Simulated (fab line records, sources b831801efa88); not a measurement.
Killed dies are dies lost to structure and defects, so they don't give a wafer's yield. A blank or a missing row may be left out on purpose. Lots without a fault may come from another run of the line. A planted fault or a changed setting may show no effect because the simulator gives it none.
Which tool did it? | flow gf180mcu | 14 lots, 42 wafers sampled, at 3 steps of a route of 602

WHAT THE GAUGES READ, wafer by wafer
GF_STI_THK_MEAS_24. Usual: STI_CVD_23_THK 652 nm, standard deviation 6.7.
lot  | measured    | on            | STI_CVD_23_THK (nm) | flag
L766 | day 2 08:56 | film_metro-04 | 654 661 646         |
L768 | day 2 20:10 | film_metro-01 | 664 650 653         |
L769 | day 2 23:47 | film_metro-04 | 652 652 657         |
L770 | day 3 05:08 | film_metro-04 | 654 667 653         |
L771 | day 3 10:41 | film_metro-04 | 657 655 655         |
L772 | day 3 15:11 | film_metro-04 | 658 652 651         |
L774 | day 4 01:35 | film_metro-01 | 642 638 643         |
L776 | day 4 13:30 | film_metro-03 | 646 652 657         |
L780 | day 5 08:46 | film_metro-04 | 651 652 651         |
L781 | day 5 14:44 | film_metro-04 | 656 650 652         |
L784 | day 6 04:29 | film_metro-03 | 659 653 663         |
L786 | day 6 15:08 | film_metro-01 | 649 650 653         |
L787 | day 6 20:08 | film_metro-03 | 658 653 658         |
L788 | day 7 02:38 | film_metro-04 | 651 644 653         |

WHICH TOOL RAN EACH LOT (tool, then ch and the chambers of the sampled wafers, then the start)
lot  | GF_STI_DEVELOP_11                | GF_STI_STRIP_15
L766 | litho_track-01 ch 0, day 2 06:24 | plasma_asher-01 ch 0,1, day 2 06:49
L768 | litho_track-01 ch 0, day 2 17:48 | plasma_asher-02 ch 0,1, day 2 18:13
L769 | litho_track-02 ch 0, day 2 21:34 | plasma_asher-04 ch 0,1, day 2 21:58
L770 | litho_track-04 ch 0, day 3 02:58 | plasma_asher-02 ch 0,1, day 3 03:23
L771 | litho_track-02 ch 0, day 3 08:34 | plasma_asher-01 ch 0,1, day 3 08:58
L772 | litho_track-02 ch 0, day 3 13:04 | plasma_asher-02 ch 0,1, day 3 13:28
L774 | litho_track-01 ch 0, day 3 23:24 | plasma_asher-01 ch 1, day 3 23:49
L776 | litho_track-02 ch 0, day 4 11:08 | plasma_asher-04 ch 0,1, day 4 11:34
L780 | litho_track-04, day 5 06:04      | plasma_asher-01 ch 0,1, day 5 06:28
L781 | litho_track-02, day 5 11:46      | plasma_asher-02 ch 0,1, day 5 12:10
L784 | litho_track-02 ch 0, day 6 02:22 | plasma_asher-02 ch 0,1, day 6 02:46
L786 | litho_track-02 ch 0, day 6 13:01 | plasma_asher-04 ch 0,1, day 6 13:25
L787 | litho_track-02 ch 0, day 6 18:02 | plasma_asher-04 ch 0,1, day 6 18:26
L788 | litho_track-02 ch 0, day 7 00:23 | plasma_asher-04 ch 0,1, day 7 00:49
- GF_STI_DEVELOP_11: develop time 60 s.
- GF_STI_STRIP_15: strips in O2/N2.

WHAT THE TOOLS THEMSELVES READ (means of the sampled wafers that have a number; where no wafer has one, the mark that the record gives instead)
GF_STI_DEVELOP_11. Usual: chill_plate_temp_C 23.03 C, standard deviation 0.11.
lot  | tool           | chill_plate_temp_C (C) | flag
L766 | litho_track-01 | 22.99                  |
L768 | litho_track-01 | 22.99                  |
L769 | litho_track-02 | 23.12                  |
L770 | litho_track-04 | 23.11                  |
L771 | litho_track-02 | 22.94                  |
L772 | litho_track-02 | 22.96                  |
L774 | litho_track-01 | 23.12                  |
L776 | litho_track-02 | 23.09                  |
L780 | litho_track-04 | -                      | OFF
L781 | litho_track-02 | -                      | OFF
L784 | litho_track-02 | 23.30                  |
L786 | litho_track-02 | 23.01                  |
L787 | litho_track-02 | 23.01                  |
L788 | litho_track-02 | 22.87                  |

GF_STI_STRIP_15. Usual: drypump_motor_current_A 5.6 A, standard deviation 0.4; heater_power_w 321 W, standard deviation 38; o2_flow_sccm 3000 sccm, standard deviation 9; oes_product_au 0.383 a.u., standard deviation 0.0048; strip_time_to_endpoint_s 3.71 s, standard deviation 0.044.
lot  | tool            | drypump_motor_current_A (A) | heater_power_w (W) | o2_flow_sccm (sccm) | oes_product_au (a.u.) | strip_time_to_endpoint_s (s) | flag
L766 | plasma_asher-01 | 5.9                         | 352                | 2995                | 0.380                 | 3.67                         |
L768 | plasma_asher-02 | 5.2                         | 314                | 2990                | 0.384                 | 3.74                         |
L769 | plasma_asher-04 | 5.4                         | 296                | 3006                | 0.387                 | 3.73                         |
L770 | plasma_asher-02 | 5.2                         | 312                | 2991                | 0.384                 | 3.71                         |
L771 | plasma_asher-01 | 5.9                         | 353                | 3009                | 0.379                 | 3.66                         |
L772 | plasma_asher-02 | 5.4                         | 334                | 3004                | 0.386                 | 3.75                         |
L774 | plasma_asher-01 | 6.2                         | 286                | 3002                | 0.382                 | 3.71                         |
L776 | plasma_asher-04 | 5.4                         | 288                | 2998                | 0.383                 | 3.70                         |
L780 | plasma_asher-01 | 6.0                         | 323                | 3005                | 0.392                 | 3.89                         | OFF
L781 | plasma_asher-02 | 5.4                         | 327                | 3002                | 0.386                 | 3.85                         | OFF
L784 | plasma_asher-02 | 5.1                         | 317                | 3002                | 0.387                 | 3.71                         |
L786 | plasma_asher-04 | 5.4                         | 307                | 3005                | 0.380                 | 3.72                         |
L787 | plasma_asher-04 | 5.4                         | 290                | 2992                | 0.381                 | 3.75                         |
L788 | plasma_asher-04 | 5.4                         | 288                | 3000                | 0.381                 | 3.72                         |

THE ANSWER, worked out from the rows above alone
Rule: a lot is off if the mean of its wafers that have a number lies more than 3 standard deviations from the usual mean. A lot without any number at a reading at which 4 lots or more have one is off too. The other lots that the step has rows for count as sound. The gauges are gone through in route order, then the tools' own readings, and for those a lot's mean is taken as printed above. The first step at which some lot is off is used, and at that step the reading that is off furthest; a lot without a number counts as furthest.
Off: L780, L781, at GF_STI_DEVELOP_11 (chill_plate_temp_C). Without a number there: L780, L781.
A tool fits if, at that step or a process step before it, it ran every lot that is off, and no sound lot after the first of them. None of those tried fits.

WHAT THE SIMULATOR HAD PUT IN
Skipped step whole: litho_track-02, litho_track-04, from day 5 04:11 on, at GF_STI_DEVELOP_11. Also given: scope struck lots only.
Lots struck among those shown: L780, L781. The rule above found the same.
